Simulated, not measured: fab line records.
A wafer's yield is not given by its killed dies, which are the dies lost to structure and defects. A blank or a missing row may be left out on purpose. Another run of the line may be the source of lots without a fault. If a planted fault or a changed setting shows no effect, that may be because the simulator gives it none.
fab line records | flow sky130
record lots=5 | wafers=15 | last-day=49
route steps=708 shown NWELL@77 PWDE@84 VT_ADJUST_HVTP@85 VT_ADJUST_LVTN@97 PAD_OPEN@708
lots with no fault: from the same line, run without faults
start-h: hours from the record's first day to the start of the lot's first wafer shown | wait-h: how many hours have passed since the lot's step before this one | " the same as in the row above | L1.1+2: one row covering several wafers at once | - either no value or no given start | * or withheld: withheld | < > ~ a bound
route shown NAME@n: NAME is a module with steps in the file, n the number in the route of the first one | usual: the fault-free wafers' mean and standard deviation | same: alike in all rows | chamber/n: place in a boat | sites: readings site by site | _std_site: how widely they spread, as a standard deviation | _edge_site: the outer-site mean with the inner-site mean subtracted | radius-mm: for every site, how far away it sits from the centre of the wafer | mask NAME#n: copy n | behind: the most recent tool/chamber to have shaped the wafer | hold: why the lot was held/for how many hours/how that ended | device: which transistor (n, p or np) failed to switch | end of line: the tests these same wafers got at the end of their route | a step without rows: its recipe alone | killed: count of dies lost to structure and defects at first sort (not the wafer's yield) | map: dies across one wafer; x = killed, . = not, _ = none there
set.NAME: the run value of the setting; set.NAME@STEP: its run value at that earlier step | model.NAME: the simulator's own value behind a step, which no gauge read
lots at selected steps of the route; one table per step, one row per wafer
services: the hour from which a tool's chamber was out of use, counted from the record's first day as start-h (under 0 if before that day), plus the number of hours and why
## steps
# step SKY_NWELL_IMPLANT_24
# recipe species=B | energy-kev=140 | dose-cm2=9.308e+12 | tilt-deg=withheld
# step SKY_NWELL_STRIP_25
# recipe chemistry=O2/N2 | power-w=1400 | pressure-mtorr=1500 | platen-temp-c=withheld | o2-flow-sccm=3000 | n2-flow-sccm=300 | overash-fraction=0.5
# usual drypump-motor-current-A=6.0/0.46 | oes-product-au=0.723/0.004 | strip-time-to-endpoint-s=36.96/0.1
lot.wafer | tool            | chamber | start-h | wait-h | drypump-motor-current-A | oes-product-au | rf-hours-counter-h | strip-time-to-endpoint-s
L893.2    | plasma-asher-01 | 1       | 127.62  | 0.1    | 6.1                     | 0.723          | 1                  | 36.85
L893.5    | "               | 1       | "       | "      | 6.1                     | 0.724          | -                  | 36.98
L893.6    | "               | 0       | "       | "      | 5.7                     | 0.725          | -                  | 36.96
L902.2    | plasma-asher-02 | 1       | 184.82  | 0.1    | 6.5                     | 0.717          | 52                 | 36.94
L902.4    | "               | 1       | "       | "      | 6.5                     | 0.724          | -                  | 36.89
L902.5    | "               | 1       | "       | "      | 6.5                     | 0.723          | -                  | 36.90
L903.1    | plasma-asher-02 | 1       | 190.27  | 0.1    | 6.5                     | 0.724          | 52                 | 37.02
L903.2    | "               | 0       | "       | "      | 6.2                     | 0.720          | 52                 | 36.80
L903.4    | "               | 1       | "       | "      | 6.5                     | 0.720          | -                  | 36.89
L904.3    | plasma-asher-02 | 0       | 196.15  | 0.1    | 6.3                     | 0.729          | -                  | 36.84
L904.4    | "               | 1       | "       | "      | 6.5                     | 0.732          | -                  | 36.95
L904.6    | "               | 1       | "       | "      | 6.5                     | 0.721          | -                  | 36.82
L906.2    | plasma-asher-02 | 0       | 213.22  | 0.1    | 6.2                     | 0.717          | 54                 | 36.97
L906.4    | "               | 1       | "       | "      | 6.5                     | 0.720          | -                  | 36.98
L906.5    | "               | 0       | "       | "      | 6.2                     | 0.718          | -                  | 36.96
# step SKY_NWELL_TW_MEAS_26
# usual NWELL_2_TW=497/4.4
lot.wafer | tool          | chamber | start-h | wait-h | NWELL_2_TW
L893.2    | film-metro-04 | -       | 127.73  | 0.1    | 489
L893.5    | "             | -       | "       | "      | 491
L893.6    | "             | -       | "       | "      | 487
L902.2    | film-metro-04 | -       | 184.93  | 0.1    | 494
L902.4    | "             | -       | "       | "      | 488
L902.5    | "             | -       | "       | "      | 492
L903.1    | film-metro-04 | -       | 190.37  | 0.1    | 494
L903.2    | "             | -       | "       | "      | 494
L903.4    | "             | -       | "       | "      | 492
L904.3    | film-metro-01 | -       | 196.24  | 0.1    | 499
L904.4    | "             | -       | "       | "      | 499
L904.6    | "             | -       | "       | "      | 499
L906.2    | film-metro-01 | -       | 213.33  | 0.1    | 500
L906.4    | "             | -       | "       | "      | 497
L906.5    | "             | -       | "       | "      | 497
# step SKY_NWELL_CLEAN_27
# recipe chemistry=SC1/SC2 | mix=1:4:20 | temp-c=70 | time-s=150 | dry=n2-spin
# step SKY_NWELL_RTA_28
# recipe temp-c=1050 | time-s=30 | idle-temp-c=650 | ramp-up-c-per-s=150 | ramp-down-c-per-s=90 | ambient=N2
# usual lamp-power-pct=25.31/0.053 | wafer_temp_C_max=1054.9/1
lot.wafer | tool          | chamber | start-h | wait-h | lamp-power-pct | wafer_temp_C_max
L893.2    | rtp-anneal-02 | 0       | 127.87  | 0.0    | 25.36          | 1054.3
L893.5    | "             | 0       | "       | "      | 25.39          | 1055.8
L893.6    | "             | 0       | "       | "      | 25.30          | 1055.5
L902.2    | rtp-anneal-02 | 0       | 185.04  | 0.0    | 25.35          | 1055.3
L902.4    | "             | 0       | "       | "      | 25.33          | 1056.5
L902.5    | "             | 0       | "       | "      | 25.27          | 1056.0
L903.1    | rtp-anneal-01 | 0       | 190.48  | 0.0    | 25.28          | 1054.4
L903.2    | "             | 0       | "       | "      | 25.30          | 1055.9
L903.4    | "             | 0       | "       | "      | 25.32          | 1056.4
L904.3    | rtp-anneal-02 | 0       | 196.36  | 0.0    | 25.27          | 1054.8
L904.4    | "             | 0       | "       | "      | 25.31          | 1054.8
L904.6    | "             | 0       | "       | "      | 25.20          | 1053.7
L906.2    | rtp-anneal-01 | 0       | 213.68  | 0.0    | 25.41          | 1054.3
L906.4    | "             | 0       | "       | "      | 25.36          | 1053.6
L906.5    | "             | 0       | "       | "      | 25.25          | 1053.3
# step SKY_NWELL_RS_MEAS_29
# recipe thk-meas-gauge=four-point-probe
# usual NWELL_RS=623.8/1.5
lot.wafer | tool          | chamber | start-h | wait-h | NWELL_RS[ohm/sq]
L893.2    | film-metro-01 | -       | 128.05  | 0.2    | 622.4
L893.5    | "             | -       | "       | "      | 622.6
L893.6    | "             | -       | "       | "      | 622.7
L902.2    | film-metro-02 | -       | 185.15  | 0.1    | 624.4
L902.4    | "             | -       | "       | "      | 624.9
L902.5    | "             | -       | "       | "      | 624.8
L903.1    | film-metro-01 | -       | 190.58  | 0.1    | 623.6
L903.2    | "             | -       | "       | "      | 623.6
L903.4    | "             | -       | "       | "      | 622.2
L904.3    | film-metro-04 | -       | 196.47  | 0.1    | 623.9
L904.4    | "             | -       | "       | "      | 624.0
L904.6    | "             | -       | "       | "      | 626.4
L906.2    | film-metro-01 | -       | 213.79  | 0.1    | 624.1
L906.4    | "             | -       | "       | "      | 624.4
L906.5    | "             | -       | "       | "      | 624.9
# step SKY_NWELL_RS_MEAS_31
# recipe thk-meas-gauge=four-point-probe
# usual PWDE_RS=5179/17
lot.wafer | tool          | chamber | start-h | wait-h | PWDE_RS[ohm/sq]
L893.2    | film-metro-01 | -       | 128.29  | 0.1    | 5199
L893.5    | "             | -       | "       | "      | 5185
L893.6    | "             | -       | "       | "      | 5190
L902.2    | film-metro-02 | -       | 185.39  | 0.1    | 5172
L902.4    | "             | -       | "       | "      | 5186
L902.5    | "             | -       | "       | "      | 5188
L903.1    | film-metro-01 | -       | 190.82  | 0.1    | 5168
L903.2    | "             | -       | "       | "      | 5152
L903.4    | "             | -       | "       | "      | 5165
L904.3    | film-metro-04 | -       | 196.71  | 0.1    | 5160
L904.4    | "             | -       | "       | "      | 5165
L904.6    | "             | -       | "       | "      | 5164
L906.2    | film-metro-01 | -       | 214.03  | 0.1    | 5150
L906.4    | "             | -       | "       | "      | 5162
L906.5    | "             | -       | "       | "      | 5177
# step SKY_VT_ADJUST_HVTP_DEHYDRATE_00
# recipe temp-c=200 | time-s=60
# step SKY_VT_ADJUST_HVTP_HMDS_01
# recipe prime-time-s=60 | prime-temp-c=120
# step SKY_VT_ADJUST_HVTP_COAT_02
# recipe resist=NOVOLAK | spin-rpm=3000 | resist-thk-nm=1140
# step SKY_VT_ADJUST_HVTP_SOFTBAKE_03
# recipe temp-c=90 | time-s=60 | resist=NOVOLAK
# step SKY_VT_ADJUST_HVTP_EXPOSE_04
# recipe mask-id=HVTPM | na=0.6 | source-shape=conventional | sigma-outer=0.6 | polarization=unpolarized | target-cd-nm=380 | dose-mj=140
# usual exposure-dose-mJ-cm2=139.96/0.14
lot.wafer | tool             | chamber | start-h | wait-h | mask                         | exposure-dose-mJ-cm2
L893.2    | iline-stepper-02 | 0       | 137.54  | -      | NWM_COMPLEMENT_LESS_NATIVE#0 | 139.71
L893.5    | "                | 0       | "       | "      | NWM_COMPLEMENT_LESS_NATIVE#0 | 139.81
L893.6    | "                | 0       | "       | "      | NWM_COMPLEMENT_LESS_NATIVE#0 | 139.83
L902.2    | iline-stepper-02 | 0       | 196.59  | -      | HVTPM#0                      | 140.10
L902.4    | "                | 0       | "       | "      | HVTPM#0                      | 140.03
L902.5    | "                | 0       | "       | "      | HVTPM#0                      | 140.09
L903.1    | iline-stepper-01 | 0       | 201.27  | -      | HVTPM#0                      | 139.62
L903.2    | "                | 0       | "       | "      | HVTPM#0                      | 139.87
L903.4    | "                | 0       | "       | "      | HVTPM#0                      | 139.81
L904.3    | iline-stepper-01 | 0       | 208.01  | -      | HVTPM#0                      | 140.05
L904.4    | "                | 0       | "       | "      | HVTPM#0                      | 140.00
L904.6    | "                | 0       | "       | "      | HVTPM#0                      | 139.94
L906.2    | iline-stepper-01 | 0       | 220.48  | -      | HVTPM#0                      | 139.91
L906.4    | "                | 0       | "       | "      | HVTPM#0                      | 139.99
L906.5    | "                | 0       | "       | "      | HVTPM#0                      | 140.06
# step SKY_VT_ADJUST_HVTP_PEB_05
# recipe temp-c=withheld | time-s=* | resist=NOVOLAK
# step SKY_VT_ADJUST_HVTP_DEVELOP_06
# recipe resist=NOVOLAK | developer=TMAH | develop-time-s=60 | dev-temp-c=23
# step SKY_VT_ADJUST_HVTP_CD_MEAS_07
# recipe target-cd-nm=380
# usual cd-nm=379.7/2.4
lot.wafer | tool      | chamber | start-h | wait-h | cd-nm
L893.2    | cd-sem-01 | -       | 146.86  | 0.1    | -
L893.5    | "         | -       | "       | "      | -
L893.6    | "         | -       | "       | "      | -
L902.2    | cd-sem-02 | -       | 206.60  | 0.1    | 384.2
L902.4    | "         | -       | "       | "      | 383.6
L902.5    | "         | -       | "       | "      | 386.0
L903.1    | cd-sem-01 | -       | 211.09  | 0.2    | 378.6
L903.2    | "         | -       | "       | "      | 379.8
L903.4    | "         | -       | "       | "      | 378.4
L904.3    | cd-sem-01 | -       | 214.32  | 0.2    | 381.9
L904.4    | "         | -       | "       | "      | 382.8
L904.6    | "         | -       | "       | "      | 383.5
L906.2    | cd-sem-02 | -       | 232.49  | 0.1    | 377.0
L906.4    | "         | -       | "       | "      | 378.9
L906.5    | "         | -       | "       | "      | 377.8
# step SKY_VT_ADJUST_HVTP_OVL_MEAS_08
# usual VT_ADJUST_HVTP_OVL=-0.2/1.2
lot.wafer | tool       | chamber | start-h | wait-h | VT_ADJUST_HVTP_OVL[nm]
L893.2    | overlay-01 | -       | 146.96  | 0.1    | -
L893.5    | "          | -       | "       | "      | -
L893.6    | "          | -       | "       | "      | -
L902.2    | overlay-02 | -       | 212.76  | 6.1    | -1.2
L902.4    | "          | -       | "       | "      | -3.2
L902.5    | "          | -       | "       | "      | -2.4
L903.1    | overlay-01 | -       | 213.04  | 1.9    | -0.9
L903.2    | "          | -       | "       | "      | 1.0
L903.4    | "          | -       | "       | "      | 0.4
L904.3    | overlay-01 | -       | 214.41  | 0.1    | -2.1
L904.4    | "          | -       | "       | "      | -2.8
L904.6    | "          | -       | "       | "      | -1.8
L906.2    | overlay-01 | -       | 232.59  | 0.1    | -2.0
L906.4    | "          | -       | "       | "      | 0.4
L906.5    | "          | -       | "       | "      | 0.0
# step SKY_VT_ADJUST_HVTP_IMPLANT_09
# recipe species=As | energy-kev=150 | dose-cm2=4.3e+12 | tilt-deg=withheld
# step SKY_VT_ADJUST_HVTP_STRIP_10
# recipe chemistry=O2/N2 | power-w=1400 | pressure-mtorr=1500 | platen-temp-c=withheld | o2-flow-sccm=3000 | n2-flow-sccm=300 | overash-fraction=0.5
# usual drypump-motor-current-A=5.6/0.32 | oes-product-au=0.716/0.0045 | strip-time-to-endpoint-s=14.19/0.036
lot.wafer | tool            | chamber | start-h | wait-h | drypump-motor-current-A | oes-product-au | rf-hours-counter-h | strip-time-to-endpoint-s
L893.2    | plasma-asher-03 | 1       | 147.14  | 0.1    | 5.7                     | 0.716          | 45                 | 14.25
L893.5    | "               | 0       | "       | "      | 5.2                     | 0.712          | -                  | 14.20
L893.6    | "               | 1       | "       | "      | 5.7                     | 0.716          | -                  | 14.20
L902.2    | plasma-asher-04 | 0       | 213.44  | 0.1    | 5.2                     | 0.721          | 38                 | 14.21
L902.4    | "               | 1       | "       | "      | 5.7                     | 0.725          | -                  | 14.18
L902.5    | "               | 1       | "       | "      | 5.7                     | 0.722          | -                  | 14.16
L903.1    | plasma-asher-03 | 1       | 214.04  | 0.1    | 5.7                     | 0.727          | 51                 | 14.18
L903.2    | "               | 0       | "       | "      | 5.2                     | 0.715          | 51                 | 14.14
L903.4    | "               | 0       | "       | "      | 5.2                     | 0.719          | -                  | 14.17
L904.3    | plasma-asher-04 | 1       | 215.72  | 0.1    | 5.7                     | 0.719          | -                  | 14.13
L904.4    | "               | 0       | "       | "      | 5.2                     | 0.722          | -                  | 14.18
L904.6    | "               | 1       | "       | "      | 5.7                     | 0.709          | -                  | 14.12
L906.2    | plasma-asher-01 | 0       | 232.77  | 0.1    | 5.7                     | 0.710          | 11                 | 14.22
L906.4    | "               | 1       | "       | "      | 6.1                     | 0.714          | -                  | 14.19
L906.5    | "               | 1       | "       | "      | 6.1                     | 0.709          | -                  | 14.20
# step SKY_VT_ADJUST_HVTP_TW_MEAS_11
# usual VT_ADJUST_HVTP_TW=1355/14
lot.wafer | tool          | chamber | start-h | wait-h | VT_ADJUST_HVTP_TW
L893.2    | film-metro-04 | -       | 147.25  | 0.1    | 29
L893.5    | "             | -       | "       | "      | 29
L893.6    | "             | -       | "       | "      | 30
L902.2    | film-metro-03 | -       | 213.55  | 0.1    | 1359
L902.4    | "             | -       | "       | "      | 1353
L902.5    | "             | -       | "       | "      | 1361
L903.1    | film-metro-03 | -       | 214.20  | 0.1    | 1360
L903.2    | "             | -       | "       | "      | 1362
L903.4    | "             | -       | "       | "      | 1362
L904.3    | film-metro-04 | -       | 215.81  | 0.1    | 1334
L904.4    | "             | -       | "       | "      | 1331
L904.6    | "             | -       | "       | "      | 1340
L906.2    | film-metro-04 | -       | 232.88  | 0.1    | 1330
L906.4    | "             | -       | "       | "      | 1326
L906.5    | "             | -       | "       | "      | 1337
# step SKY_VT_ADJUST_LVTN_DEHYDRATE_00
# recipe temp-c=200 | time-s=60
# step SKY_VT_ADJUST_LVTN_HMDS_01
# recipe prime-time-s=60 | prime-temp-c=120
# step SKY_VT_ADJUST_LVTN_COAT_02
# recipe spin-rpm=2000 | resist-thk-nm=3000
# step SKY_VT_ADJUST_LVTN_SOFTBAKE_03
# recipe temp-c=110 | time-s=withheld
# step SKY_VT_ADJUST_LVTN_EXPOSE_04
# recipe mask-id=NWM_COMPLEMENT_LESS_NATIVE | na=0.6 | source-shape=conventional | sigma-outer=0.6 | polarization=unpolarized | target-cd-nm=840 | dose-mj=194
# step SKY_VT_ADJUST_LVTN_PEB_05
# recipe temp-c=115 | time-s=withheld
# step SKY_VT_ADJUST_LVTN_DEVELOP_06
# recipe wall-angle-deg=90 | developer=TMAH | develop-time-s=60 | dev-temp-c=23
# step SKY_VT_ADJUST_LVTN_OVL_MEAS_07
# usual VT_ADJUST_LVTN_OVL=0.8/1.5
lot.wafer | tool       | chamber | start-h | wait-h | VT_ADJUST_LVTN_OVL[nm]
L893.2    | overlay-01 | -       | 167.14  | -      | 2.6
L893.5    | "          | -       | "       | "      | 3.7
L893.6    | "          | -       | "       | "      | 1.1
L902.2    | overlay-02 | -       | 231.24  | -      | 0.6
L902.4    | "          | -       | "       | "      | 1.1
L902.5    | "          | -       | "       | "      | 0.4
L903.1    | overlay-02 | -       | 233.39  | -      | 0.8
L903.2    | "          | -       | "       | "      | 1.0
L903.4    | "          | -       | "       | "      | -0.7
L904.3    | overlay-02 | -       | 237.19  | -      | 0.2
L904.4    | "          | -       | "       | "      | 0.4
L904.6    | "          | -       | "       | "      | -0.6
L906.2    | overlay-02 | -       | 255.59  | -      | 2.0
L906.4    | "          | -       | "       | "      | 2.5
L906.5    | "          | -       | "       | "      | 3.0
# step SKY_VT_ADJUST_LVTN_IMPLANT_08
# recipe species=B | energy-kev=30 | dose-cm2=1.57e+12 | tilt-deg=withheld
# step SKY_VT_ADJUST_LVTN_STRIP_09
# recipe chemistry=O2/N2 | power-w=1400 | pressure-mtorr=1500 | platen-temp-c=withheld | o2-flow-sccm=3000 | n2-flow-sccm=300 | overash-fraction=0.5
# usual drypump-motor-current-A=6.0/0.42 | oes-product-au=0.723/0.0048 | strip-time-to-endpoint-s=36.99/0.1
lot.wafer | tool            | chamber | start-h | wait-h | drypump-motor-current-A | oes-product-au | rf-hours-counter-h | strip-time-to-endpoint-s
L893.2    | plasma-asher-03 | 0       | 167.32  | 0.1    | 5.2                     | 0.723          | 46                 | 37.00
L893.5    | "               | 0       | "       | "      | 5.2                     | 0.729          | -                  | 36.94
L893.6    | "               | 1       | "       | "      | 5.7                     | 0.729          | -                  | 37.01
L902.2    | plasma-asher-01 | 0       | 231.42  | 0.1    | 5.7                     | 0.724          | 11                 | 36.83
L902.4    | "               | 0       | "       | "      | 5.7                     | 0.728          | -                  | 36.88
L902.5    | "               | 0       | "       | "      | 5.7                     | 0.719          | -                  | 36.94
L903.1    | plasma-asher-01 | 0       | 233.57  | 0.1    | 5.7                     | 0.717          | 11                 | 37.13
L903.2    | "               | 1       | "       | "      | 6.1                     | 0.717          | 11                 | 37.11
L903.4    | "               | 0       | "       | "      | 5.7                     | 0.718          | -                  | 36.98
L904.3    | plasma-asher-03 | 0       | 237.44  | 0.1    | 5.2                     | 0.726          | -                  | 37.03
L904.4    | "               | 1       | "       | "      | 5.7                     | 0.730          | -                  | 36.93
L904.6    | "               | 0       | "       | "      | 5.2                     | 0.722          | -                  | 36.98
L906.2    | plasma-asher-03 | 0       | 255.79  | 0.1    | 5.2                     | 0.719          | 55                 | 37.04
L906.4    | "               | 1       | "       | "      | 5.7                     | 0.716          | -                  | 36.96
L906.5    | "               | 1       | "       | "      | 5.7                     | 0.717          | -                  | 36.88
# step SKY_VT_ADJUST_LVTN_TW_MEAS_10
# usual VT_ADJUST_LVTN_TW=240.1/1.9
lot.wafer | tool          | chamber | start-h | wait-h | VT_ADJUST_LVTN_TW
L893.2    | film-metro-03 | -       | 167.43  | 0.1    | 1355.8
L893.5    | "             | -       | "       | "      | 1357.8
L893.6    | "             | -       | "       | "      | 1354.9
L902.2    | film-metro-04 | -       | 231.53  | 0.1    | 238.3
L902.4    | "             | -       | "       | "      | 236.8
L902.5    | "             | -       | "       | "      | 238.7
L903.1    | film-metro-04 | -       | 233.67  | 0.1    | 236.9
L903.2    | "             | -       | "       | "      | 237.2
L903.4    | "             | -       | "       | "      | 238.2
L904.3    | film-metro-03 | -       | 237.53  | 0.1    | 242.1
L904.4    | "             | -       | "       | "      | 241.7
L904.6    | "             | -       | "       | "      | 242.2
L906.2    | film-metro-01 | -       | 255.90  | 0.1    | 237.5
L906.4    | "             | -       | "       | "      | 239.7
L906.5    | "             | -       | "       | "      | 238.8
# step SKY_VT_ADJUST_LVTN_DEHYDRATE_11
# recipe temp-c=200 | time-s=60
# step SKY_PAD_OPEN_PROBE_99
# usual killed_at_M0_to_M3=43/6.3 | killed_at_M4_up=3.3/1.7 | killed-at-contacts=24/5.4 | killed-at-front-end=16/4.6 | killed-at-other=0.4/0.7 | killed-dies=87/9.4 | killed-on-rim=17/3.9 | killed-open=47/6.9 | killed-short=39/6.1
# same gross-dies=492 | killed-at-back-side=0
lot.wafer | tool      | chamber | start-h | wait-h | killed_at_M0_to_M3 | killed_at_M4_up | killed-at-contacts | killed-at-front-end | killed-at-other | killed-dies | killed-on-rim | killed-open | killed-short
L893.2    | prober-01 | -       | 1102.84 | 0.1    | 44                 | 2               | 28                 | 418                 | 0               | 492         | 96            | 63          | 32
L893.5    | prober-01 | -       | 1102.99 | 0.2    | 37                 | 2               | 31                 | 422                 | 0               | 492         | 96            | 45          | 43
L893.6    | prober-01 | -       | 1103.04 | 0.2    | 42                 | 4               | 27                 | 417                 | 2               | 492         | 96            | 49          | 46
L902.2    | prober-02 | -       | 1156.90 | 0.1    | 43                 | 4               | 26                 | 16                  | 1               | 90          | 18            | 40          | 46
L902.4    | prober-02 | -       | 1157.00 | 0.2    | 40                 | 4               | 36                 | 18                  | 0               | 98          | 14            | 56          | 41
L902.5    | prober-02 | -       | 1157.05 | 0.2    | 45                 | 4               | 32                 | 13                  | 0               | 94          | 19            | 56          | 36
L903.1    | prober-01 | -       | 1156.97 | 0.1    | 35                 | 3               | 36                 | 12                  | 1               | 87          | 14            | 51          | 34
L903.2    | prober-01 | -       | 1157.02 | 0.1    | 43                 | 2               | 27                 | 17                  | 0               | 89          | 14            | 51          | 37
L903.4    | prober-01 | -       | 1157.12 | 0.2    | 48                 | 2               | 35                 | 19                  | 0               | 104         | 19            | 58          | 45
L904.3    | prober-02 | -       | 1159.55 | 0.2    | 43                 | 3               | 17                 | 24                  | 1               | 88          | 20            | 53          | 35
L904.4    | prober-02 | -       | 1159.60 | 0.2    | 42                 | 2               | 33                 | 12                  | 0               | 89          | 25            | 46          | 43
L904.6    | prober-02 | -       | 1159.70 | 0.2    | 59                 | 3               | 25                 | 19                  | 0               | 106         | 19            | 65          | 41
# killed by level:class
L893.2 VT_ADJUST_HVTP:area-expose=397 VIA1:geometric-particle:open=15 LI_CONTACT:geometric-particle:open=13 FIELD_ISO:geometric-particle:open=10 VIA1:geometric-particle:short=6 CONTACT:geometric-particle:open=6 VIA2:geometric-particle:open=6 FIELD_ISO:geometric-particle:short=5
L893.5 VT_ADJUST_HVTP:area-expose=404 CONTACT:geometric-particle:open=14 METAL1:geometric-particle:short=9 LI_CONTACT:geometric-particle:open=6 LOCAL_INTERCONNECT:geometric-particle:short=5 SPACER:geometric-particle:open=4 METAL3:geometric-particle:short=4 VIA1:geometric-particle:open=4
L893.6 VT_ADJUST_HVTP:area-expose=397 VIA1:geometric-particle:open=10 CONTACT:geometric-particle:open=9 CONTACT:geometric-particle:short=8 VIA2:geometric-particle:open=6 FIELD_ISO:geometric-particle:short=5 POLY_GATE:geometric-particle:open=5 POLY_GATE:geometric-particle:short=5
L902.2 CONTACT:geometric-particle:open=9 VIA1:geometric-particle:open=9 METAL1:geometric-particle:short=7 LI_CONTACT:geometric-particle:open=6 CONTACT:geometric-particle:short=5 VIA3:geometric-particle:open=5 VIA1:geometric-particle:short=5 METAL2:geometric-particle:short=5
L903.1 CONTACT:geometric-particle:open=13 LI_CONTACT:geometric-particle:open=8 VIA2:geometric-particle:open=8 CONTACT:geometric-particle:short=7 METAL1:geometric-particle:short=6 LOCAL_INTERCONNECT:geometric-particle:short=5 VIA1:geometric-particle:open=5 VIA3:geometric-particle:open=4
L902.4 LI_CONTACT:geometric-particle:open=15 CONTACT:geometric-particle:open=10 VIA1:geometric-particle:open=10 CONTACT:geometric-particle:short=7 METAL1:geometric-particle:short=5 VIA1:geometric-particle:short=5 METAL3:geometric-particle:short=5 VIA3:geometric-particle:open=5
L903.2 CONTACT:geometric-particle:open=13 LI_CONTACT:geometric-particle:open=7 VIA3:geometric-particle:open=7 VIA1:geometric-particle:open=7 METAL1:geometric-particle:short=5 FIELD_ISO:geometric-particle:short=4 POLY_GATE:geometric-particle:short=4 LOCAL_INTERCONNECT:geometric-particle:short=4
L902.5 CONTACT:geometric-particle:open=13 VIA3:geometric-particle:open=11 VIA1:geometric-particle:open=10 METAL2:geometric-particle:short=7 LI_CONTACT:geometric-particle:open=7 VIA2:geometric-particle:open=6 LOCAL_INTERCONNECT:geometric-particle:short=5 METAL3:geometric-particle:short=5
L903.4 CONTACT:geometric-particle:open=17 METAL2:geometric-particle:short=11 VIA1:geometric-particle:open=10 LI_CONTACT:geometric-particle:open=8 METAL1:geometric-particle:short=8 VIA3:geometric-particle:open=7 FIELD_ISO:geometric-particle:open=5 VIA2:geometric-particle:short=5
L904.3 CONTACT:geometric-particle:open=9 METAL2:geometric-particle:short=7 VIA2:geometric-particle:open=7 VIA3:geometric-particle:open=7 LI_CONTACT:geometric-particle:open=6 VIA1:geometric-particle:open=6 FIELD_ISO:geometric-particle:open=5 POLY_GATE:geometric-particle:open=5
L904.4 VIA2:geometric-particle:open=11 CONTACT:geometric-particle:short=9 LI_CONTACT:geometric-particle:open=8 VIA1:geometric-particle:open=8 METAL2:geometric-particle:short=8 CONTACT:geometric-particle:open=6 LI_CONTACT:geometric-particle:short=5 METAL1:geometric-particle:short=5
L904.6 CONTACT:geometric-particle:open=15 METAL2:geometric-particle:short=10 VIA1:geometric-particle:open=9 VIA3:geometric-particle:open=8 METAL1:geometric-particle:short=6 VIA2:geometric-particle:open=6 VIA2:geometric-particle:short=6 FIELD_ISO:geometric-particle:open=4
# map L893.2 (x killed, . not)
__________xxxxxxxxxx_________
________xxxxxxxxxxxxxx_______
______xxxxxxxxxxxxxxxxxx_____
_____xxxxxxxxxxxxxxxxxxxx____
____xxxxxxxxxxxxxxxxxxxxxx___
___xxxxxxxxxxxxxxxxxxxxxxxx__
__xxxxxxxxxxxxxxxxxxxxxxxxxx_
_xxxxxxxxxxxxxxxxxxxxxxxxxxxx
_xxxxxxxxxxxxxxxxxxxxxxxxxxxx
_xxxxxxxxxxxxxxxxxxxxxxxxxxxx
_xxxxxxxxxxxxxxxxxxxxxxxxxxxx
_xxxxxxxxxxxxxxxxxxxxxxxxxxxx
_xxxxxxxxxxxxxxxxxxxxxxxxxxxx
_xxxxxxxxxxxxxxxxxxxxxxxxxxxx
_xxxxxxxxxxxxxxxxxxxxxxxxxxxx
__xxxxxxxxxxxxxxxxxxxxxxxxxx_
___xxxxxxxxxxxxxxxxxxxxxxxx__
____xxxxxxxxxxxxxxxxxxxxxx___
_____xxxxxxxxxxxxxxxxxxxx____
______xxxxxxxxxxxxxxxxxx_____
________xxxxxxxxxxxxxx_______
__________xxxxxxxxxx_________
# map L902.4 (x killed, . not)
__________.......x.._________
________....x..x......_______
______.x....x.....x..x.x_____
_____..xx................____
____.....x..............x.___
___......xx.x..x...x.......__
__.....x.........x.xx......x_
_.......x..x.x....x.........x
_..x..........xxx..x.........
_...xx.xx...xxx..x.x.......xx
_..x.x......x......xx.x...x..
_..x...........x.x.x.x.....x.
_.x....x...xx...........xx...
_...x..................x.x...
_..x.........x..x.........x.x
__...xx.xxx..x..x.x......x.._
___.x..x....x..x........x..__
____...x.xx....x.x........___
_____x...xx............x.____
______.........x..x....._____
________..x...x......._______
__________.x........_________
## services
tool             | chamber | start-h | hours | kind
plasma-asher-01  | -       | 108.75  | 9.0   | pm
plasma-asher-01  | 0       | 108.75  | 9.0   | vent-cycle
plasma-asher-01  | 1       | 108.75  | 9.0   | vent-cycle
iline-stepper-01 | -       | 111.00  | 1.7   | pm
plasma-asher-04  | -       | 111.77  | 4.8   | repair
iline-stepper-01 | -       | 113.23  | 4.2   | repair
plasma-asher-01  | 0       | 117.75  | -     | clean
plasma-asher-01  | 1       | 117.75  | -     | clean
iline-stepper-02 | -       | 142.00  | 1.7   | pm
iline-stepper-01 | 0       | 180.13  | -     | calibration
iline-stepper-01 | -       | 188.59  | 4.4   | repair
iline-stepper-02 | 0       | 201.23  | -     | calibration
rtp-anneal-02    | -       | 233.37  | 6.5   | pm
rtp-anneal-01    | -       | 255.07  | 5.1   | repair
## key
first-sign step=SKY_VT_ADJUST_HVTP_EXPOSE_04 | reading=mask | direction=changed
effect step=SKY_VT_ADJUST_HVTP_CD_MEAS_07 | reading=cd-nm | direction=missing
effect step=SKY_VT_ADJUST_HVTP_OVL_MEAS_08 | reading=VT_ADJUST_HVTP_OVL | direction=missing
effect step=SKY_VT_ADJUST_HVTP_TW_MEAS_11 | reading=VT_ADJUST_HVTP_TW | direction=down | sigmas=92 | usual=1355 | struck=29
effect step=SKY_VT_ADJUST_LVTN_TW_MEAS_10 | reading=VT_ADJUST_LVTN_TW | direction=up | sigmas=99+ | usual=240.1 | struck=1356.1
effect step=SKY_PAD_OPEN_PROBE_99 | reading=killed-at-front-end | direction=up | sigmas=88 | usual=16 | struck=419
more-kills-born-at SKY_VT_ADJUST_HVTP_EXPOSE_04@iline-stepper-02=1198
met-at SKY_VT_ADJUST_HVTP_EXPOSE_04
struck-wafers L893.2,L893.5,L893.6
tester-left-out L893
fault kind=wrong-mask | tool=any | chamber=- | onset-h=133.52 | steps=SKY_VT_ADJUST_HVTP_EXPOSE_04 | aux-copy=NWM_COMPLEMENT_LESS_NATIVE#0 | scope=struck-lots-only
# tester-left-out: of these lots the tester's yield and bins aren't shown, on N5 and GAA mostly nor the transistor test; their killed dies are dies lost to structure and defects alone, not to doping, threshold or leakage, so they don't give the yield
